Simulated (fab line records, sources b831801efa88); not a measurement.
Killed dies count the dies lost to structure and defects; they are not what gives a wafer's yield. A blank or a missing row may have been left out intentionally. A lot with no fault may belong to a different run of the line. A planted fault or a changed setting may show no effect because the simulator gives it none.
fab line records    flow sky130    part 2 of 2: steps 44 to 44 of 44
record: lots: 7  wafers: 20  lastDay: 49
route steps=708 shown DNWELL@41 PWDE@45 NWELL@56 PAD_OPEN@708
lots with no fault: from the same line, run without faults
startH: start of the lot's first displayed wafer, in hours after the record's first day    waitH: how many hours have passed since the lot's step before this one    " as in the row above    L1.1+2: a row that stands for several wafers    - either no value or no given start    * or withheld: withheld    < > ~ a bound
route shown NAME@n: NAME is a module with steps in the file, n the number in the route of the first one    usual: mean and standard deviation over wafers with no fault    same: alike in all rows    chamber/n: place in a boat    sites: readings site by site    _std_site: their standard deviation    _edge_site: mean of outer sites minus mean of inner sites    radiusMm: for every site, how far away it sits from the centre of the wafer    mask NAME#n: copy n    behind: tool/chamber where the wafer was last shaped    hold: why the lot went on hold/how many hours it stayed there/how the hold came to an end    device: the transistor (n, p or np) that didn't switch    end of line: the tests these same wafers got at the end of their route    for a step that has no rows: nothing shown but its recipe    killed: dies that structure and defects cost at the first sort, which is not the same as the wafer's yield    map: a wafer's dies, marking killed ones x, the rest . and places with no die _
set.NAME: the setting as run; set.NAME@STEP: as run at that earlier step    model.NAME: the simulator's own value behind a step, which no gauge read
lots at selected steps of the route; one table per step, one row per wafer
services: the hour from which a tool's chamber was out of use, counted from the record's first day as startH (under 0 if before that day), plus the number of hours and why
== steps ==
step: SKY_PAD_OPEN_PROBE_99
usual: killed_at_M0_to_M3: 43/6.5  killed_at_M4_up: 3.5/1.9  killedAtContacts: 24/5.4  killedAtFrontEnd: 16/4.8  killedAtOther: 0.4/0.64  killedDies: 87/9.4  killedOpen: 47/7  killedShort: 40/6.3
same: grossDies: 492  killedAtBackSide: 0
lot.wafer  tool       chamber  startH   waitH  killed_at_M0_to_M3  killed_at_M4_up  killedAtContacts  killedAtFrontEnd  killedAtOther  killedDies  killedOpen  killedShort  model.etest.res_p_drift_20v.lineOhmUm  model.etest.res_p_drift_20v.rsOhmSq  model.etest.resPwdeUnderGate.rsOhmSq
L797.2     prober-02  -        1121.46  0.1    44                  6                16                21                0              87          42          45           1.189e+04                              9866                                 6166
L797.3     prober-02  -        1121.51  0.2    42                  7                27                24                0              100         47          53           1.238e+04                              1.017e+04                            6174
L797.6     prober-02  -        1121.66  0.2    39                  2                17                13                0              71          39          32           1.168e+04                              9738                                 6173
L796.2     prober-01  -        1123.06  0.1    49                  3                18                17                0              87          57          28           1.089e+04                              9167                                 6232
L796.4     prober-01  -        1123.16  0.2    46                  5                17                28                0              96          50          44           1.072e+04                              9076                                 6196
L796.5     prober-01  -        1123.21  0.2    41                  6                29                22                1              99          51          45           1.061e+04                              8881                                 6224
L798.3     prober-01  -        1124.61  0.2    46                  3                27                11                2              89          49          40           9362                                   7710                                 5061
L798.6     prober-01  -        1124.76  0.2    41                  4                25                7                 0              77          44          33           1.112e+04                              9203                                 6232
L800.3     prober-01  -        1143.41  0.2    53                  5                26                12                0              96          44          52           9668                                   8172                                 5054
L800.4     prober-01  -        1143.46  0.2    36                  4                19                15                1              75          35          37           9294                                   7865                                 5047
L800.6     prober-01  -        1143.56  0.2    38                  5                26                19                1              89          46          42           1.132e+04                              9648                                 6112
L802.2     prober-02  -        1144.66  0.1    38                  3                36                15                1              93          51          41           1.104e+04                              9258                                 6214
L802.3     prober-02  -        1144.71  0.2    43                  5                21                14                2              85          43          40           9638                                   8091                                 5074
L802.5     prober-02  -        1144.81  0.2    49                  3                23                17                1              93          46          46           1.142e+04                              9568                                 6289
L809.1     prober-01  -        1179.54  0.1    40                  1                24                13                0              78          47          31           1.112e+04                              9485                                 6256
L809.2     prober-01  -        1179.59  0.1    45                  4                25                15                0              89          49          40           1.153e+04                              9634                                 6232
L809.5     prober-01  -        1179.74  0.2    43                  3                21                23                0              90          58          32           1.142e+04                              9594                                 6213
L811.2     prober-01  -        1184.43  0.1    38                  2                33                16                0              89          53          36           1.08e+04                               9168                                 6133
L811.3     prober-01  -        1184.48  0.2    37                  3                21                21                0              82          51          31           1.081e+04                              9182                                 6173
L811.4     prober-01  -        1184.53  0.2    43                  3                25                12                0              83          42          39           1.122e+04                              9282                                 6151
killed by level:class
L797.2 VIA1:geometricParticle:open=10 VIA1:geometricParticle:short=8 POLY_GATE:geometricParticle:open=7 VIA2:geometricParticle:open=6 METAL1:geometricParticle:short=5 FIELD_ISO:geometricParticle:short=4 POLY_GATE:geometricParticle:short=4 VIA2:geometricParticle:short=4
L797.3 VIA1:geometricParticle:open=12 CONTACT:geometricParticle:short=8 METAL1:geometricParticle:short=8 VIA1:geometricParticle:short=8 FIELD_ISO:geometricParticle:open=7 LI_CONTACT:geometricParticle:open=7 POLY_GATE:geometricParticle:open=6 CONTACT:geometricParticle:open=5
L797.6 VIA3:geometricParticle:open=10 VIA1:geometricParticle:open=7 VIA2:geometricParticle:open=7 FIELD_ISO:geometricParticle:short=6 LI_CONTACT:geometricParticle:open=6 CONTACT:geometricParticle:short=4 VIA1:geometricParticle:short=4 CONTACT:geometricParticle:open=3
L796.2 CONTACT:geometricParticle:open=10 METAL1:geometricParticle:short=9 VIA1:geometricParticle:open=9 VIA3:geometricParticle:open=8 VIA2:geometricParticle:open=7 LI_CONTACT:geometricParticle:open=6 FIELD_ISO:geometricParticle:open=4 FIELD_ISO:geometricParticle:short=4
L796.4 VIA1:geometricParticle:open=11 FIELD_ISO:geometricParticle:open=8 CONTACT:geometricParticle:open=6 METAL2:geometricParticle:short=6 FIELD_ISO:geometricParticle:short=5 VIA1:geometricParticle:short=5 METAL1:geometricParticle:short=5 VIA3:geometricParticle:short=4
L796.5 CONTACT:geometricParticle:short=9 VIA2:geometricParticle:open=9 CONTACT:geometricParticle:open=8 VIA3:geometricParticle:open=8 FIELD_ISO:geometricParticle:open=7 METAL4:geometricParticle:short=6 POLY_GATE:geometricParticle:open=5 LI_CONTACT:geometricParticle:open=5
L798.3 CONTACT:geometricParticle:open=11 VIA1:geometricParticle:open=9 LI_CONTACT:geometricParticle:open=7 METAL1:geometricParticle:short=7 METAL2:geometricParticle:short=7 VIA3:geometricParticle:open=7 POLY_GATE:geometricParticle:open=4 LOCAL_INTERCONNECT:geometricParticle:short=4
L798.6 CONTACT:geometricParticle:open=12 VIA1:geometricParticle:open=11 VIA2:geometricParticle:open=7 METAL1:geometricParticle:short=6 LI_CONTACT:geometricParticle:open=5 CONTACT:geometricParticle:short=4 VIA1:geometricParticle:short=4 METAL2:geometricParticle:short=4
L800.3 VIA2:geometricParticle:open=9 CONTACT:geometricParticle:open=8 METAL2:geometricParticle:short=8 VIA1:geometricParticle:open=7 METAL1:geometricParticle:short=7 LI_CONTACT:geometricParticle:open=6 CONTACT:geometricParticle:short=6 VIA3:geometricParticle:open=6
L800.4 LI_CONTACT:geometricParticle:open=7 VIA1:geometricParticle:open=7 CONTACT:geometricParticle:open=7 METAL3:geometricParticle:short=6 VIA1:geometricParticle:short=5 METAL2:geometricParticle:short=4 METAL1:geometricParticle:short=4 FIELD_ISO:geometricParticle:short=3
L800.6 CONTACT:geometricParticle:open=14 VIA1:geometricParticle:open=9 FIELD_ISO:geometricParticle:short=7 CONTACT:geometricParticle:short=6 VIA3:geometricParticle:open=5 VIA1:geometricParticle:short=5 METAL4:geometricParticle:short=5 POLY_GATE:geometricParticle:short=4
L802.2 VIA1:geometricParticle:open=12 LI_CONTACT:geometricParticle:open=11 CONTACT:geometricParticle:open=8 LOCAL_INTERCONNECT:geometricParticle:short=7 VIA2:geometricParticle:open=5 POLY_GATE:geometricParticle:short=5 CONTACT:geometricParticle:short=5 METAL1:geometricParticle:short=5
L802.3 VIA3:geometricParticle:open=9 VIA1:geometricParticle:open=8 METAL2:geometricParticle:short=6 LI_CONTACT:geometricParticle:open=5 FIELD_ISO:geometricParticle:open=4 FIELD_ISO:geometricParticle:short=4 CONTACT:geometricParticle:short=4 CONTACT:geometricParticle:open=4
L802.5 VIA1:geometricParticle:open=11 METAL1:geometricParticle:short=9 LI_CONTACT:geometricParticle:open=7 CONTACT:geometricParticle:short=7 VIA2:geometricParticle:open=6 METAL2:geometricParticle:short=6 POLY_GATE:geometricParticle:open=5 VIA3:geometricParticle:open=5
L809.1 VIA1:geometricParticle:open=11 CONTACT:geometricParticle:open=8 VIA1:geometricParticle:short=7 LI_CONTACT:geometricParticle:open=7 LOCAL_INTERCONNECT:geometricParticle:short=7 VIA3:geometricParticle:open=7 POLY_GATE:geometricParticle:open=6 METAL1:geometricParticle:short=3
L809.2 VIA1:geometricParticle:open=13 LI_CONTACT:geometricParticle:open=7 CONTACT:geometricParticle:open=7 METAL2:geometricParticle:short=6 VIA2:geometricParticle:open=6 FIELD_ISO:geometricParticle:open=5 VIA3:geometricParticle:open=5 LI_CONTACT:geometricParticle:short=4
L809.5 VIA1:geometricParticle:open=11 LI_CONTACT:geometricParticle:open=9 FIELD_ISO:geometricParticle:open=8 CONTACT:geometricParticle:open=8 VIA3:geometricParticle:open=6 VIA2:geometricParticle:open=5 POLY_GATE:geometricParticle:open=5 METAL2:geometricParticle:short=5
L811.2 LI_CONTACT:geometricParticle:open=11 CONTACT:geometricParticle:open=11 METAL1:geometricParticle:short=7 VIA2:geometricParticle:open=7 CONTACT:geometricParticle:short=6 VIA3:geometricParticle:open=6 POLY_GATE:geometricParticle:short=5 FIELD_ISO:geometricParticle:short=4
L811.3 VIA3:geometricParticle:open=9 CONTACT:geometricParticle:open=8 VIA1:geometricParticle:open=7 VIA2:geometricParticle:open=7 POLY_GATE:geometricParticle:short=5 POLY_GATE:geometricParticle:open=5 LI_CONTACT:geometricParticle:open=5 FIELD_ISO:geometricParticle:open=4
L811.4 CONTACT:geometricParticle:open=10 CONTACT:geometricParticle:short=8 VIA1:geometricParticle:open=8 VIA2:geometricParticle:open=7 METAL2:geometricParticle:short=6 VIA3:geometricParticle:open=6 VIA1:geometricParticle:short=5 LI_CONTACT:geometricParticle:open=4
== services ==
tool            chamber  startH  hours  kind
plasmaAsher-01  -        67.37   2.0    repair
implanter-02    -        95.36   3.8    repair
implanter-01    -        98.21   1.1    repair
plasmaAsher-03  -        102.17  2.3    repair
plasmaAsher-03  -        108.75  9.0    pm
plasmaAsher-03  0        108.75  9.0    ventCycle
plasmaAsher-03  1        108.75  9.0    ventCycle
plasmaAsher-03  0        117.75  -      clean
plasmaAsher-03  1        117.75  -      clean
rtpAnneal-02    -        127.76  6.1    pm
implanter-01    -        133.19  4.2    pm
plasmaAsher-04  -        223.91  1.5    repair
== key ==
firstSign: step: SKY_PWDE_IMPLANT_08  reading: beamOnS  direction: up  sigmas: 12  usual: 10.01  struck: 12.64
effect: step: SKY_PWDE_IMPLANT_08  reading: faradayCurrentUA  direction: down  sigmas: 9.4  usual: 20.3  struck: 16.0
effect: step: SKY_PWDE_TW_MEAS_10  reading: PWDE_TW  direction: up  sigmas: 10  usual: 372.0  struck: 397.3
effect: step: SKY_NWELL_RS_MEAS_31  reading: PWDE_RS  direction: down  sigmas: 47  usual: 5280  struck: 4435
modelEffect: step: SKY_PAD_OPEN_PROBE_99  value: etest.res_p_drift_20v.lineOhmUm  without: 1.158e+04  struck: 9490
metAt SKY_PWDE_IMPLANT_08
struckWafers L798.3,L800.3,L800.4,L802.3
testerLeftOut L798,L800,L802
onsetBetween 107.60 114.33
fault: kind: processParameterDrift  tool: implanter-02  chamber: -  onsetH: 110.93  steps: SKY_PWDE_IMPLANT_08  channel: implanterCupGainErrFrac  offset: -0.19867  shape: step  endH: 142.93  scope: struckWafersOnly
testerLeftOut: of these lots the tester's yield and bins aren't shown, on N5 and GAA mostly nor the transistor test; their killed dies are dies lost to structure and defects alone, not to doping, threshold or leakage, so they don't give the yield
